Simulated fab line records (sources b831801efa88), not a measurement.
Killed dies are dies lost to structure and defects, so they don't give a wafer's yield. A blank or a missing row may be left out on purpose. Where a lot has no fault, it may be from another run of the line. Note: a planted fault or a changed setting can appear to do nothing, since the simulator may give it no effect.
Struck lot and sound lot, side by side / flow sky130 / 31 steps out of a route of 708
Sound: these wafers, L651.2, L651.3, L651.4. Wafers L648.2, L648.3, L648.4 were the ones struck. The cause is named last.
Each step with rows lists, per side, the tool, then ch with its chambers, then its first start. Under that, the readings that differ: sound wafers / struck wafers / difference of the means / sigmas: that difference in standard deviations of wafers without a fault.
alike: same words and numbers on both sides, and readings whose means sit less than 2 such deviations apart. not compared: any withheld reading, any reading some wafer has no value for, any bound like >300 that may hide the same value, and any number with overlapping values for which the record gives no deviation.
Wherever a step has rows on one side only, a row that says differs or no value, or a row with sigmas, the two part there. When numbers do not overlap yet have no deviation, they are printed without sigmas and do not part them. A reading that every wafer of one side lacks parts them only if that side has two wafers or more.

SKY_PWDE_OVL_MEAS_07:
  sound on overlay-01, day 7 09:29; struck on overlay-02, day 6 15:41
  alike: PWDE_OVL
then, 1 step without rows for these wafers: SKY_PWDE_IMPLANT_08.
SKY_PWDE_STRIP_09: strips in O2/N2.
  sound on plasma_asher-03 ch 0,1, day 7 09:40; struck on plasma_asher-04 ch 0,1, day 6 15:52
  alike: drypump_motor_current_A, oes_product_au, strip_time_to_endpoint_s
  not compared: rf_hours_counter_h
SKY_PWDE_TW_MEAS_10:
  sound on film_metro-02, day 7 09:47; struck on film_metro-02, day 6 15:59
reading=PWDE_TW; sound=375.8 378.0 375.9; struck=378.4 382.2 380.7; difference=+3.9; sigmas=+2
then, 7 steps without rows for these wafers: SKY_NWELL_DEHYDRATE_03 (time 60 s); SKY_NWELL_HMDS_04 (prime time 60 s); SKY_NWELL_COAT_05 (resist thk 3000 nm); SKY_NWELL_SOFTBAKE_06; SKY_NWELL_EXPOSE_07 (exposes mask NWM, target cd 840 nm); SKY_NWELL_PEB_08; SKY_NWELL_DEVELOP_09 (develop time 60 s).
SKY_NWELL_OVL_MEAS_10:
  sound on overlay-01, day 8 04:56; struck on overlay-02, day 7 10:47
  alike: NWELL_00_OVL
SKY_NWELL_IMPLANT_11:
  sound on implanter-02 ch 0, day 8 04:59; struck on implanter-03 ch 0, day 7 10:51
reading=beam_energy_keV; sound=399.95 399.99 399.74; struck=487.33 487.19 487.35; difference=+87.40; sigmas=+99 or more
reading=model.implant.rp_nm (nm); sound=491.4 491.4 491.4; struck=589.7 589.7 589.7; difference=+98.3; sigmas=
reading=model.implant.drp_nm (nm); sound=116.9 116.9 116.9; struck=128.8 128.8 128.8; difference=+11.9; sigmas=
  alike: dose_ions_cm2, end_station_pressure_torr
then, 2 steps without rows for these wafers: SKY_NWELL_IMPLANT_12; SKY_NWELL_IMPLANT_13.
SKY_NWELL_STRIP_14: strips in O2/N2.
  sound on plasma_asher-02 ch 0,1, day 8 05:25; struck on plasma_asher-01 ch 0,1, day 7 11:16
  alike: drypump_motor_current_A, oes_product_au, strip_time_to_endpoint_s
  not compared: rf_hours_counter_h
SKY_NWELL_TW_MEAS_15:
  sound on film_metro-02, day 8 05:31; struck on film_metro-03, day 7 11:37
reading=NWELL_TW; sound=1822 1833 1829; struck=1879 1866 1858; difference=+40; sigmas=+5
  not compared: hold
then, 6 steps without rows for these wafers: SKY_NWELL_HMDS_17 (prime time 60 s); SKY_NWELL_COAT_18 (resist thk 3000 nm); SKY_NWELL_SOFTBAKE_19; SKY_NWELL_EXPOSE_20 (exposes mask NWM COMPLEMENT, target cd 840 nm); SKY_NWELL_PEB_21; SKY_NWELL_DEVELOP_22 (develop time 60 s).
SKY_NWELL_OVL_MEAS_23:
  sound on overlay-02, day 9 01:53; struck on overlay-02, day 8 06:14
  alike: NWELL_01_OVL
then, 1 step without rows for these wafers: SKY_NWELL_IMPLANT_24.
SKY_NWELL_STRIP_25: strips in O2/N2.
  sound on plasma_asher-01 ch 0,1, day 9 02:04; struck on plasma_asher-04 ch 0,1, day 8 06:25
  alike: drypump_motor_current_A, oes_product_au, strip_time_to_endpoint_s
  not compared: rf_hours_counter_h
SKY_NWELL_TW_MEAS_26:
  sound on film_metro-03, day 9 02:10; struck on film_metro-03, day 8 06:31
  alike: NWELL_2_TW
then, 1 step without rows for these wafers: SKY_NWELL_CLEAN_27 (cleans in SC1/SC2, time 150 s).
SKY_NWELL_RTA_28: time 30 s.
  sound on rtp_anneal-02 ch 0, day 9 02:17; struck on rtp_anneal-01 ch 0, day 8 06:38
  alike: lamp_power_pct, wafer_temp_C_max
SKY_NWELL_RS_MEAS_29: measures by four-point-probe.
  sound on film_metro-02, day 9 02:23; struck on film_metro-02, day 8 07:06
reading=NWELL_RS (ohm/sq); sound=625.0 625.9 625.1; struck=597.9 599.5 598.8; difference=-26.6; sigmas=-18
  not compared: hold
-- the record jumps here: 40 days lie between the struck wafers' starts before and after (it left off in module NWELL and takes up again in module PAD_OPEN, whose first step shown is number 708 of the route) --
SKY_PAD_OPEN_PROBE_99:
  sound on prober-01, day 49 05:32; struck on prober-02, day 48 12:11
reading=model.etest.nfet_16v.r_on_ohm_um; sound=1.406e+04 1.413e+04 1.402e+04; struck=1.604e+04 1.588e+04 1.593e+04; difference=+1.880e+03; sigmas=
reading=model.etest.pfet_16v.r_on_ohm_um; sound=1.505e+04 1.535e+04 1.531e+04; struck=1.41e+04 1.422e+04 1.409e+04; difference=-1.10e+03; sigmas=
reading=model.etest.res_nwell.line_ohm_um; sound=1154 1159 1179; struck=866.5 862.9 861.5; difference=-300.4; sigmas=
reading=model.etest.res_nwell.rs_ohm_sq; sound=948.6 964.4 969.2; struck=744.5 736.1 738; difference=-221.2; sigmas=
reading=model.etest.pfet_g5v0d10v5.r_on_ohm_um; sound=4745 4735 4734; struck=4587 4638 4640; difference=-116; sigmas=
reading=model.etest.tip_p_5v.rs_ohm_sq; sound=2873 2899 2846; struck=2721 2740 2766; difference=-130; sigmas=
reading=model.etest.pfet_16v.drive_ua_um; sound=246.6 244.5 245; struck=270 271.1 272.2; difference=+26; sigmas=
reading=model.etest.pfet_g5v0d10v5.drive_ua_um; sound=340.8 345.3 345; struck=358.4 359.2 358.8; difference=+15.1; sigmas=
  alike: killed_at_M0_to_M3, killed_at_M4_up, killed_at_contacts, killed_at_front_end, killed_at_other, killed_dies, killed_open, killed_short

## WHERE THEY PART
At SKY_PWDE_TW_MEAS_10 first; at SKY_NWELL_RS_MEAS_29 last (within this record only). Later steps at which nothing parts them and some readings are alike: SKY_PAD_OPEN_PROBE_99.

WHY: what had been put in by the simulator
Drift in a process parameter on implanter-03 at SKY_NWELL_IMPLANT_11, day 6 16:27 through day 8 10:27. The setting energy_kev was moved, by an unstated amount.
